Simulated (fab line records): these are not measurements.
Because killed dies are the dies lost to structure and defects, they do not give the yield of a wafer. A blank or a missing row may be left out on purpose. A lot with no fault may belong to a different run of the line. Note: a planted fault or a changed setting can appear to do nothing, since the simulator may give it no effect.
Which of the tools did it? ; flow gf180mcu ; 12 lots (36 wafers sampled), 1 step of a 602-step route

== WHAT THE GAUGES READ, wafer by wafer ==
GF_V2_OVL_MEAS_15.
lot;measured;on;V2_OVL (nm)
L075;day 20 15:21;overlay-01;11 12 10
L077;day 21 11:48;overlay-01;1 2 6
L079;day 22 10:16;overlay-01;-5 5 -8
L081;day 23 03:58;overlay-01;0 5 0
L083;day 23 17:45;overlay-01;-3 -2 -5
L085;day 24 10:32;overlay-01;-5 -1 -9
L087;day 25 02:08;overlay-02;3 -4 -5
L089;day 25 19:55;overlay-01;-3 -8 -7
L091;day 26 06:44;overlay-02;0 2 6
L093;day 26 22:23;overlay-02;4 5 -2
L095;day 27 11:45;overlay-01;-8 -7 -6
L097;day 28 00:42;overlay-01;-7 -5 -9

== WHAT TOOL EACH LOT RAN ON (gives the tool, then ch and the chambers of the sampled wafers, and finally the start) ==
No process step before these readings appears in the record.

== THE ANSWER, worked out from the rows above alone ==
Rule: usual is defined by the lots themselves. Put in order of their means at a reading, lots are off if they are a third of the lots or fewer, leave a main group of 4 or more, and stand apart from it by a gap of 3 or more times the standard deviation of the main group's means; of several such gaps the widest counts. Not used: any main group whose means are identical at the precision the tables above print for the reading. A lot without any number at a reading at which 4 lots or more have one is off too. Any other lot the step has rows for is counted as sound.
Across all readings shown, no lot is off: no conclusion can be drawn from this.

== WHAT HAD BEEN PUT IN BY THE SIMULATOR ==
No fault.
